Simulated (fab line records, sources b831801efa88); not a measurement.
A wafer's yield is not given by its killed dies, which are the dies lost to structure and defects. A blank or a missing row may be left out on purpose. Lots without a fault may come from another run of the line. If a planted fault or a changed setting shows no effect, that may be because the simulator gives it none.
8D (eight disciplines) problem report, filled in by code ; flow gf180mcu ; the parts of the form that need people (team, actions taken, sign-off) are left out

1. WHAT IS WRONG
At GF_V3_CD_MEAS_14, cdNm averages 275.3 nm over 6 wafers from 2 lots, while fault-free wafers read 259.5 nm, standard deviation 1.2. Relative to the usual mean, that is a shift of +13 standard deviations.
The step: target cd 260 nm.
First seen on wafer L452.2, day 28 10:04, on cdSem-01. The record holds 36 wafers of 12 lots with a number at this step. The rule behind "out" and "out of limits": a value lying over 4 standard deviations away from the usual mean. The other wafers with a number count as sound.

2. WHAT IT IS AND WHAT IT IS NOT
question;is;is not
which readings at this step;cdNm;-
which lots;L452, L453;L434, L437, L440, L441, L442, L443, L445, L448, L455, L456
which wafers of those lots;all that have a number;-
read on which gauges;cdSem-01, cdSem-02;-
when;from day 28 10:04;"up to then (24 sound wafers); but 6 sound wafers of L455, L456 came after"

3. SUSPECTS, AND WHAT RULES EACH OUT
Counting: any tool at a process step up to the reading is kept as a suspect provided that every lot that is out went through it and no sound lot did after the first of them.
- the gauge at GF_V3_CD_MEAS_14: ruled out. Those wafers that are out were read across 2 gauges (cdSem-01, cdSem-02).
- lithoTrack-03 at GF_V3_SOFTBAKE_10 (time 60 s): kept. It ran every lot that is out, first L452 (day 28 00:00), and no sound lot after that; its last sound lot up to then is L448 (day 26 21:00). Its own readings are out on those wafers: heaterPowerTotalW, plateTempC.
Remaining after the count: lithoTrack-03 at GF_V3_SOFTBAKE_10.

4. THE CAUSE (what the simulator had put in)
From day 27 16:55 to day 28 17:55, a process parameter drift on lithoTrack-03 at GF_V3_SOFTBAKE_10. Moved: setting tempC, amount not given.
Only this tool survived the counting.

5. SEQUENCE OF EFFECTS, ordered by route
Each row: a reading whose mean over the struck wafers that have a number lies more than 3 standard deviations from the usual. Scope: only readings with a usual standard deviation given in the record; hours: median across lots of the time from each lot's start at the first step in this table that gives one to its start at this step; sigmas: change in usual standard deviations.
hours;step;reading;usual;on struck wafers;change;sigmas
0;GF_V3_SOFTBAKE_10;heaterPowerTotalW;93.05 W;97.71;+4.66;+75
0;GF_V3_SOFTBAKE_10;plateTempC;130.02 C;134.94;+4.91;+38
10;GF_V3_CD_MEAS_14;cdNm;259.5 nm;275.3;+15.8;+13
The process steps in it:
- GF_V3_SOFTBAKE_10: time 60 s.
Later steps that measure or inspect, where all struck wafers having a row at the step show a number for every such reading and not one has moved that far: GF_V3_RS_MEAS_24.

6. HOW IT WOULD HAVE BEEN CAUGHT EARLIER
In this record the first reading out of limits at a measuring or inspecting step was taken at day 28 10:04, 17 hours after the fault began at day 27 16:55.
The tool's own readings at GF_V3_SOFTBAKE_10 were out on every struck wafer that the step has a row for (heaterPowerTotalW, plateTempC): an alarm limit on them would have fired on the first of those.
Each of the lots that are out, 2 in all, had begun GF_V3_SOFTBAKE_10 on lithoTrack-03 no later than day 28 10:04. None of them would have been spared by holding the tool at that moment.
